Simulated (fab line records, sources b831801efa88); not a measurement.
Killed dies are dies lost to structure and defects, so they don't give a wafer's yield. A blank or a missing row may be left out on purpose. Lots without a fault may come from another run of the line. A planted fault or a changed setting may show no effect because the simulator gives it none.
Which tool did it? | flow sky130 | 13 lots, 39 wafers sampled, at 5 steps of a route of 708

WHAT THE GAUGES READ, wafer by wafer
SKY_NWELL_TW_MEAS_26.
lot  | measured     | on            | NWELL_2_TW
L624 | day 5 08:41  | film_metro-03 | 490 491 488
L625 | day 5 12:55  | film_metro-01 | 496 498 499
L631 | day 7 03:09  | film_metro-01 | 504 501 497
L634 | day 8 03:49  | film_metro-02 | 497 493 494
L636 | day 8 05:35  | film_metro-02 | 495 497 491
L637 | day 8 18:04  | film_metro-01 | 499 499 500
L639 | day 9 02:07  | film_metro-01 | 502 505 500
L640 | day 9 09:05  | film_metro-01 | 502 505 503
L641 | day 9 22:03  | film_metro-03 | 492 492 494
L642 | day 9 22:23  | film_metro-02 | 494 497 496
L643 | day 10 01:59 | film_metro-01 | 503 500 501
L644 | day 10 09:22 | film_metro-02 | 492 491 493
L645 | day 10 14:29 | film_metro-03 | 487 481 485

SKY_VT_ADJUST_NCORE_OVL_MEAS_08.
lot  | measured     | on         | VT_ADJUST_NCORE_OVL (nm)
L624 | day 8 14:33  | overlay-02 | -0.1 -0.5 0.2
L625 | day 8 20:34  | overlay-01 | -2.6 -0.8 -0.3
L631 | day 10 14:39 | overlay-02 | 133.0 135.6 133.8
L634 | day 11 21:22 | overlay-02 | 135.3 135.4 133.0
L636 | day 11 21:53 | overlay-01 | 0.5 -1.3 0.1
L637 | day 12 13:10 | overlay-01 | 1.3 1.2 1.5
L639 | day 12 20:57 | overlay-02 | 1.5 0.2 -0.8
L640 | day 13 04:29 | overlay-01 | -0.4 -2.0 -1.2
L641 | day 13 21:15 | overlay-01 | 0.3 0.3 0.8
L642 | day 13 22:06 | overlay-02 | 0.3 0.3 0.0
L643 | day 14 02:53 | overlay-02 | 1.9 0.0 0.4
L644 | day 14 11:06 | overlay-02 | 1.2 0.5 0.0
L645 | day 14 17:25 | overlay-01 | 0.9 0.5 0.1

SKY_VT_ADJUST_NCORE_TW_MEAS_11.
lot  | measured     | on            | VT_ADJUST_NCORE_TW
L624 | day 8 14:50  | film_metro-04 | 218.2 218.0 217.9
L625 | day 8 20:52  | film_metro-02 | 217.5 218.4 217.3
L631 | day 10 14:56 | film_metro-01 | 219.9 218.7 221.5
L634 | day 11 21:42 | film_metro-04 | 218.3 218.5 217.0
L636 | day 11 22:11 | film_metro-02 | 216.2 216.7 216.8
L637 | day 12 13:26 | film_metro-04 | 217.4 216.9 218.4
L639 | day 12 21:14 | film_metro-04 | 218.2 217.2 217.7
L640 | day 13 04:47 | film_metro-04 | 219.2 218.3 219.7
L641 | day 13 21:32 | film_metro-04 | 218.6 218.6 217.6
L642 | day 13 22:23 | film_metro-04 | 218.0 220.3 220.0
L643 | day 14 03:11 | film_metro-01 | 219.2 219.7 218.6
L644 | day 14 11:23 | film_metro-04 | 216.7 217.9 218.1
L645 | day 14 17:41 | film_metro-02 | 215.6 216.9 217.7

SKY_VT_ADJUST_HVTR_TW_MEAS_11.
lot  | measured     | on            | VT_ADJUST_HVTR_TW
L624 | day 9 12:34  | film_metro-03 | 209.1 209.4 209.2
L625 | day 9 18:32  | film_metro-02 | 209.7 211.3 209.8
L631 | day 11 14:31 | film_metro-03 | 207.1 208.7 207.3
L634 | day 12 21:56 | film_metro-01 | 212.7 213.2 212.1
L636 | day 12 22:53 | film_metro-02 | 209.0 209.4 209.3
L637 | day 13 14:37 | film_metro-02 | 209.1 209.0 210.2
L639 | day 13 22:40 | film_metro-01 | 211.2 212.9 212.0
L640 | day 14 06:04 | film_metro-01 | 211.3 211.2 211.1
L641 | day 14 23:32 | film_metro-02 | 208.8 208.4 210.1
L642 | day 15 01:05 | film_metro-02 | 208.0 208.0 208.9
L643 | day 15 06:55 | film_metro-02 | 209.5 209.0 207.1
L644 | day 15 14:49 | film_metro-02 | 208.1 206.5 208.4
L645 | day 15 20:46 | film_metro-03 | 207.4 207.7 207.7

WHICH TOOL RAN EACH LOT (tool, then ch and the chambers of the sampled wafers, then the start)
lot  | SKY_VT_ADJUST_NCORE_EXPOSE_04
L624 | iline_stepper-01 ch 0, day 8 04:14
L625 | iline_stepper-01 ch 0, day 8 09:46
L631 | iline_stepper-02 ch 0, day 10 03:55
L634 | iline_stepper-02 ch 0, day 11 09:04
L636 | iline_stepper-01 ch 0, day 11 10:19
L637 | iline_stepper-01 ch 0, day 12 00:34
L639 | iline_stepper-01 ch 0, day 12 09:25
L640 | iline_stepper-01 ch 0, day 12 16:40
L641 | iline_stepper-01 ch 0, day 13 08:59
L642 | iline_stepper-01 ch 0, day 13 09:38
L643 | iline_stepper-01 ch 0, day 13 14:26
L644 | iline_stepper-01 ch 0, day 13 22:20
L645 | iline_stepper-01 ch 0, day 14 04:10
- SKY_VT_ADJUST_NCORE_EXPOSE_04: exposes mask LVTN COMPLEMENT THIN, target cd 380 nm.

WHAT THE TOOLS THEMSELVES READ (means of the sampled wafers that have a number; where no wafer has one, the mark that the record gives instead)
SKY_VT_ADJUST_NCORE_EXPOSE_04.
lot  | tool             | exposure_dose_mJ_cm2
L624 | iline_stepper-01 | 139.04
L625 | iline_stepper-01 | 138.90
L631 | iline_stepper-02 | 139.00
L634 | iline_stepper-02 | 138.97
L636 | iline_stepper-01 | 138.81
L637 | iline_stepper-01 | 138.96
L639 | iline_stepper-01 | 138.98
L640 | iline_stepper-01 | 138.97
L641 | iline_stepper-01 | 138.97
L642 | iline_stepper-01 | 138.89
L643 | iline_stepper-01 | 139.05
L644 | iline_stepper-01 | 138.85
L645 | iline_stepper-01 | 139.11

THE ANSWER, worked out from the rows above alone
Rule: what is usual is taken from the lots themselves. Put in order of their means at a reading, lots are off if they are a third of the lots or fewer, leave a main group of 4 or more, and stand apart from it by a gap of 3 or more times the standard deviation of the main group's means; of several such gaps the widest counts. A main group whose means are all the same, to the digits that the tables above print for the reading, isn't used. A lot without any number at a reading at which 4 lots or more have one is off too. The other lots that the step has rows for count as sound. The gauges are gone through in route order, then the tools' own readings, and for those a lot's mean is taken as printed above. The first step at which some lot is off is used, and at that step the reading that is off furthest; a lot without a number counts as furthest.
Off: L631, L634, at SKY_VT_ADJUST_NCORE_OVL_MEAS_08 (VT_ADJUST_NCORE_OVL). The main group: mean 0.1 nm, standard deviation 0.75.
A tool fits if, at a process step before that reading, it ran every lot that is off, and no sound lot after the first of them. The gauges at SKY_VT_ADJUST_NCORE_OVL_MEAS_08 are tried like those tools. One fits: iline_stepper-02 at SKY_VT_ADJUST_NCORE_EXPOSE_04. It ran no sound lot before its first lot that is off in this sample, so the start can't be narrowed down.

WHAT THE SIMULATOR HAD PUT IN
Scanner matching overlay: iline_stepper-02, from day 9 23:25 on, at SKY_VT_ADJUST_NCORE_EXPOSE_04. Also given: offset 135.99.
Lots struck among those shown: L631, L634. The rule above found the same.
